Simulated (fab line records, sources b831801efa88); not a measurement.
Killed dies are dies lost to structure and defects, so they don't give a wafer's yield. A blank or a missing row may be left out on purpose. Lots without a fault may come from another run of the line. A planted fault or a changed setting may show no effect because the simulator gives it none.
Which tool did it? | flow gf180mcu | 24 lots, 72 wafers sampled, at 6 steps of a route of 602

WHAT THE GAUGES READ, wafer by wafer
GF_V1_RS_MEAS_24: measures by four-point-probe. Usual: V1_W_RS 0.3261 ohm/sq, standard deviation 0.0029.
lot  | measured     | on            | V1_W_RS (ohm/sq)     | flag
L074 | day 18 12:57 | film_metro-04 | 0.3303 0.3248 0.3261 |
L075 | day 19 00:06 | film_metro-03 | 0.3285 0.3266 0.3219 |
L076 | day 19 03:34 | film_metro-04 | 0.3306 0.3309 0.3311 |
L077 | day 19 16:14 | film_metro-02 | 0.3226 0.3271 0.3249 |
L078 | day 19 21:49 | film_metro-03 | 0.3237 0.3252 0.3253 |
L079 | day 20 08:02 | film_metro-04 | 0.3315 0.3296 0.3279 |
L080 | day 20 14:59 | film_metro-04 | 0.3284 0.3260 0.3262 |
L081 | day 20 20:37 | film_metro-04 | 0.3297 0.3272 0.3315 |
L082 | day 21 11:33 | film_metro-02 | 0.3297 0.3310 0.3267 |
L083 | day 21 18:49 | film_metro-03 | 0.3262 0.3262 0.3265 |
L084 | day 21 23:52 | film_metro-04 | 0.3228 0.3236 0.3242 |
L085 | day 22 12:03 | film_metro-02 | 0.3250 0.3221 0.3285 |
L086 | day 22 16:02 | film_metro-03 | 0.3230 0.3214 0.3258 |
L087 | day 23 03:29 | film_metro-03 | 0.3237 0.3265 0.3255 |
L088 | day 23 11:29 | film_metro-04 | 0.3257 0.3291 0.3303 |
L089 | day 23 15:32 | film_metro-02 | 0.3318 0.3312 0.3273 |
L090 | day 24 00:13 | film_metro-02 | 0.3251 0.3243 0.3259 |
L091 | day 24 09:56 | film_metro-02 | 0.3222 0.3248 0.3288 |
L092 | day 24 15:06 | film_metro-03 | 0.3281 0.3217 0.3274 |
L093 | day 25 02:40 | film_metro-04 | 0.3264 0.3261 0.3218 |
L094 | day 25 07:07 | film_metro-03 | 0.3258 0.3256 0.3246 |
L095 | day 25 13:16 | film_metro-02 | 0.3236 0.3219 0.3255 |
L096 | day 25 20:32 | film_metro-03 | 0.3245 0.3251 0.3248 |
L097 | day 26 05:19 | film_metro-04 | 0.3307 0.3267 0.3270 |

GF_V3_BOW_MEAS_05. Usual: V3_BOW 114 um, standard deviation 9.1.
lot  | measured     | on            | V3_BOW (um) | flag
L074 | day 21 18:26 | film_metro-04 | 113 111 104 |
L075 | day 22 06:18 | film_metro-02 | 107 123 111 |
L076 | day 22 10:59 | film_metro-04 | 122 107 110 |
L077 | day 22 20:46 | film_metro-03 | 118 117 112 |
L078 | day 23 02:20 | film_metro-02 | 124 123 136 |
L079 | day 23 13:04 | film_metro-03 | 126 137 123 |
L080 | day 23 18:49 | film_metro-03 | 122 118 115 |
L081 | day 23 23:13 | film_metro-03 | 102 101 114 |
L082 | day 24 14:14 | film_metro-04 | 115 120 114 |
L083 | day 24 20:28 | film_metro-03 | 120 133 102 |
L084 | day 25 00:40 | film_metro-02 | 109 112 105 |
L085 | day 25 11:58 | film_metro-03 | 118 119 125 |
L086 | day 25 16:16 | film_metro-04 | 122 112 122 |
L087 | day 26 03:31 | film_metro-04 | 100 105 109 |
L088 | day 26 10:39 | film_metro-03 | 125 130 104 |
L089 | day 26 14:02 | film_metro-02 | 115 107 101 |
L090 | day 26 21:13 | film_metro-04 | 108 110 98  |
L091 | day 27 06:14 | film_metro-03 | 114 122 125 |
L092 | day 27 11:07 | film_metro-04 | 112 94 101  |
L093 | day 27 22:40 | film_metro-03 | 125 122 126 |
L094 | day 28 02:27 | film_metro-04 | 124 114 123 |
L095 | day 28 08:38 | film_metro-02 | 118 115 117 |
L096 | day 28 15:17 | film_metro-04 | 113 112 103 |
L097 | day 28 22:32 | film_metro-04 | 122 117 113 |

GF_MIM_THK_MEAS_11: measures by xrf. Usual: MIM_ALCU_THK 200.8 nm, standard deviation 2.4.
lot  | measured     | on            | MIM_ALCU_THK (nm) | flag
L074 | day 24 20:26 | film_metro-04 | 198.0 201.4 197.1 |
L075 | day 25 07:07 | film_metro-02 | 200.3 197.5 198.0 |
L076 | day 25 11:19 | film_metro-04 | 197.6 196.9 198.2 |
L077 | day 25 20:34 | film_metro-02 | 201.6 198.5 200.6 |
L078 | day 26 01:44 | film_metro-01 | 200.3 201.6 202.2 |
L079 | day 26 10:40 | film_metro-01 | 197.6 200.6 197.8 |
L080 | day 26 17:11 | film_metro-02 | 199.9 201.4 200.0 |
L081 | day 26 20:58 | film_metro-01 | 200.8 200.4 200.5 |
L082 | day 27 10:26 | film_metro-02 | 202.2 205.0 205.2 |
L083 | day 27 16:13 | film_metro-02 | 203.0 206.0 203.3 |
L084 | day 27 20:28 | film_metro-02 | 205.7 202.4 206.1 |
L085 | day 28 07:04 | film_metro-04 | 198.4 200.2 199.6 |
L086 | day 28 11:09 | film_metro-04 | 201.4 200.7 201.9 |
L087 | day 28 21:49 | film_metro-01 | 199.4 198.1 202.1 |
L088 | day 29 03:56 | film_metro-04 | 201.7 202.1 202.7 |
L089 | day 29 06:50 | film_metro-01 | 203.6 202.0 205.0 |
L090 | day 29 13:41 | film_metro-01 | 200.0 203.2 202.5 |
L091 | day 29 22:15 | film_metro-04 | 198.2 201.2 199.4 |
L092 | day 30 01:55 | film_metro-04 | 199.8 199.0 200.7 |
L093 | day 30 13:11 | film_metro-02 | 206.1 205.6 205.1 |
L094 | day 30 16:51 | film_metro-04 | 202.5 200.4 201.4 |
L095 | day 30 21:55 | film_metro-01 | 198.3 197.7 196.0 |
L096 | day 31 04:25 | film_metro-04 | 200.3 199.9 199.7 |
L097 | day 31 11:24 | film_metro-01 | 198.4 200.2 201.4 |

GF_V5_OVL_MEAS_15. Usual: V5_OVL 0 nm, standard deviation 4.5.
lot  | measured     | on         | V5_OVL (nm) | flag
L074 | day 27 13:13 | overlay-02 | -3 5 2      |
L075 | day 27 23:08 | overlay-02 | 0 -3 0      |
L076 | day 28 02:22 | overlay-01 | 0 -2 0      |
L077 | day 28 11:05 | overlay-02 | 7 6 -7      |
L078 | day 28 15:40 | overlay-01 | -7 2 -4     |
L079 | day 29 00:17 | overlay-01 | 2 5 6       |
L080 | day 29 05:42 | overlay-02 | 0 4 -1      |
L081 | day 29 10:47 | overlay-01 | 9 2 0       |
L082 | day 29 21:26 | overlay-01 | -2 2 2      |
L083 | day 30 03:28 | overlay-02 | 3 6 1       |
L084 | day 30 08:59 | overlay-01 | 5 -3 0      |
L085 | day 30 17:49 | overlay-02 | 0 4 0       |
L086 | day 30 20:58 | overlay-02 | -7 -4 -3    |
L087 | day 31 08:22 | overlay-02 | -3 -2 -2    |
L088 | day 31 13:15 | overlay-02 | 9 2 4       |
L089 | day 31 15:40 | overlay-01 | -7 -1 -3    |
L090 | day 31 21:50 | overlay-02 | 6 6 -2      |
L091 | day 32 05:56 | overlay-01 | 0 0 0       |
L092 | day 32 07:26 | overlay-01 | -5 0 2      |
L093 | day 32 19:20 | overlay-02 | -2 8 5      |
L094 | day 32 21:06 | overlay-02 | -3 2 -5     |
L095 | day 33 02:40 | overlay-01 | 9 9 16      |
L096 | day 33 07:46 | overlay-01 | 1 -4 2      |
L097 | day 33 13:23 | overlay-01 | 0 4 -2      |

WHICH TOOL RAN EACH LOT (tool, then ch and the chambers of the sampled wafers, then the start)
lot  | GF_POLY_GATE_ETCH_12               | GF_V1_CMP_26
L074 | rie_diel-04 ch 0,1, day 9 10:56    | cmp-01 ch 0,1,3, day 18 13:10
L075 | rie_diel-04 ch 0,1,2, day 9 18:13  | cmp-01 ch 0,1,3, day 19 00:17
L076 | rie_diel-01 ch 1,2,3, day 9 22:43  | cmp-01 ch 0,2,3, day 19 03:51
L077 | rie_diel-01 ch 1,2,3, day 10 08:43 | cmp-01 ch 0,1, day 19 16:26
L078 | rie_diel-02 ch 2,3, day 10 11:41   | cmp-01 ch 0,2,3, day 19 22:01
L079 | rie_diel-04 ch 0,1,2, day 10 18:34 | cmp-01 ch 0,1, day 20 08:11
L080 | rie_diel-04 ch 1,2,3, day 10 22:04 | cmp-01 ch 1,2,3, day 20 15:13
L081 | rie_diel-04 ch 0,1,2, day 11 03:16 | cmp-02 ch 0,1,3, day 20 20:49
L082 | rie_diel-02 ch 1,2,3, day 11 17:31 | cmp-01 ch 0,1,3, day 21 11:41
L083 | rie_diel-02 ch 0,2,3, day 11 20:40 | cmp-01 ch 0,2,3, day 21 19:02
L084 | rie_diel-02 ch 0,2,3, day 12 01:22 | cmp-02 ch 1,2,3, day 22 00:02
L085 | rie_diel-02 ch 0,2,3, day 12 12:25 | cmp-02 ch 1,2, day 22 12:17
L086 | rie_diel-04 ch 1,3, day 12 17:52   | cmp-02 ch 1,2,3, day 22 16:13
L087 | rie_diel-01 ch 0,1,3, day 13 02:46 | cmp-02 ch 0,1, day 23 03:41
L088 | rie_diel-02 ch 0,2, day 13 08:44   | cmp-01 ch 0,1,3, day 23 11:38
L089 | rie_diel-01 ch 0,1, day 13 14:22   | cmp-01 ch 0,2, day 23 15:45
L090 | rie_diel-04 ch 0,1,3, day 13 21:44 | cmp-01 ch 1,2,3, day 24 00:24
L091 | rie_diel-04 ch 0,2, day 14 05:07   | cmp-01 ch 1,2,3, day 24 10:07
L092 | rie_diel-04 ch 2,3, day 14 11:59   | cmp-02 ch 0,1,2, day 24 15:22
L093 | rie_diel-04 ch 0,1,3, day 14 23:16 | cmp-01 ch 0,1,3, day 25 02:53
L094 | rie_diel-01 ch 1,2,3, day 15 03:05 | cmp-01 ch 2,3, day 25 07:17
L095 | rie_diel-02 ch 0,1,2, day 15 10:13 | cmp-02 ch 0,1, day 25 13:26
L096 | rie_diel-04 ch 0,1,3, day 15 17:37 | cmp-02 ch 0,1,3, day 25 20:43
L097 | rie_diel-02 ch 2,3, day 16 02:05   | cmp-02 ch 1,2, day 26 05:29
- GF_POLY_GATE_ETCH_12: etches BARC in N2/H2.
- GF_V1_CMP_26: polishes, stops on SiO2, t overpolish 15 s, target thk 0 nm.

WHAT THE TOOLS THEMSELVES READ (means of the sampled wafers that have a number; where no wafer has one, the mark that the record gives instead)
GF_POLY_GATE_ETCH_12. Usual: drypump_motor_current_A 5.6 A, standard deviation 0.52; oes_product_au 0.735 a.u., standard deviation 0.0049; throttle_valve_pct 13.214 %, standard deviation 0.0097.
lot  | tool        | drypump_motor_current_A (A) | oes_product_au (a.u.) | throttle_valve_pct (%) | flag
L074 | rie_diel-04 | 4.9                         | 0.738                 | 13.221                 |
L075 | rie_diel-04 | 5.4                         | 0.737                 | 13.218                 |
L076 | rie_diel-01 | 5.4                         | 0.735                 | 13.215                 |
L077 | rie_diel-01 | 5.5                         | 0.736                 | 13.219                 |
L078 | rie_diel-02 | 5.8                         | 0.734                 | 13.222                 |
L079 | rie_diel-04 | 5.4                         | 0.727                 | 13.216                 |
L080 | rie_diel-04 | 5.6                         | 0.730                 | 13.212                 |
L081 | rie_diel-04 | 5.4                         | 0.736                 | 13.210                 |
L082 | rie_diel-02 | 5.9                         | 0.734                 | 13.230                 |
L083 | rie_diel-02 | 5.9                         | 0.738                 | 13.212                 |
L084 | rie_diel-02 | 5.9                         | 0.739                 | 13.225                 |
L085 | rie_diel-02 | 5.9                         | 0.733                 | 13.217                 |
L086 | rie_diel-04 | 5.3                         | 0.740                 | 13.212                 |
L087 | rie_diel-01 | 5.6                         | 0.734                 | 13.203                 |
L088 | rie_diel-02 | 6.2                         | 0.734                 | 13.225                 |
L089 | rie_diel-01 | 5.7                         | 0.743                 | 13.217                 |
L090 | rie_diel-04 | 5.1                         | 0.741                 | 13.213                 |
L091 | rie_diel-04 | 5.2                         | 0.737                 | 13.203                 |
L092 | rie_diel-04 | 5.9                         | 0.735                 | 13.211                 |
L093 | rie_diel-04 | 5.1                         | 0.738                 | 13.215                 |
L094 | rie_diel-01 | 5.4                         | 0.735                 | 13.208                 |
L095 | rie_diel-02 | 6.0                         | 0.733                 | 13.218                 |
L096 | rie_diel-04 | 5.1                         | 0.735                 | 13.206                 |
L097 | rie_diel-02 | 5.8                         | 0.738                 | 13.213                 |

GF_V1_CMP_26. Usual: motor_current_A 11.1 A, standard deviation 0.92; overpolish_run_s 14.999 s, standard deviation 0.0089; time_to_endpoint_s 86 s, standard deviation 3.4.
lot  | tool   | motor_current_A (A) | overpolish_run_s (s) | time_to_endpoint_s (s) | flag
L074 | cmp-01 | 10.9                | 15.001               | 87                     |
L075 | cmp-01 | 10.9                | 14.996               | 84                     |
L076 | cmp-01 | 11.4                | 14.996               | 81                     |
L077 | cmp-01 | 10.6                | 14.998               | 82                     |
L078 | cmp-01 | 11.4                | 15.000               | 84                     |
L079 | cmp-01 | 10.0                | 15.006               | 85                     |
L080 | cmp-01 | 11.7                | 14.987               | 85                     |
L081 | cmp-02 | 11.0                | 14.998               | 84                     |
L082 | cmp-01 | 10.8                | 14.995               | 85                     |
L083 | cmp-01 | 11.2                | 14.995               | 86                     |
L084 | cmp-02 | 11.1                | 14.993               | 88                     |
L085 | cmp-02 | 10.8                | 15.003               | 89                     |
L086 | cmp-02 | 11.0                | 14.999               | 87                     |
L087 | cmp-02 | 11.1                | 14.994               | 85                     |
L088 | cmp-01 | 11.0                | 14.997               | 85                     |
L089 | cmp-01 | 11.6                | 15.007               | 84                     |
L090 | cmp-01 | 11.9                | 15.004               | 88                     |
L091 | cmp-01 | 11.8                | 15.002               | 85                     |
L092 | cmp-02 | 11.1                | 14.997               | 89                     |
L093 | cmp-01 | 10.7                | 14.998               | 86                     |
L094 | cmp-01 | 12.1                | 15.001               | 88                     |
L095 | cmp-02 | 11.0                | 15.004               | 88                     |
L096 | cmp-02 | 10.8                | 14.992               | 86                     |
L097 | cmp-02 | 11.3                | 14.996               | 86                     |

THE ANSWER, worked out from the rows above alone
Rule: a lot is off if the mean of its wafers that have a number lies more than 3 standard deviations from the usual mean. A lot without any number at a reading at which 4 lots or more have one is off too. The other lots that the step has rows for count as sound. The gauges are gone through in route order, then the tools' own readings, and for those a lot's mean is taken as printed above. The first step at which some lot is off is used, and at that step the reading that is off furthest; a lot without a number counts as furthest.
No lot is off at any reading shown: from this, nothing can be told.

WHAT THE SIMULATOR HAD PUT IN
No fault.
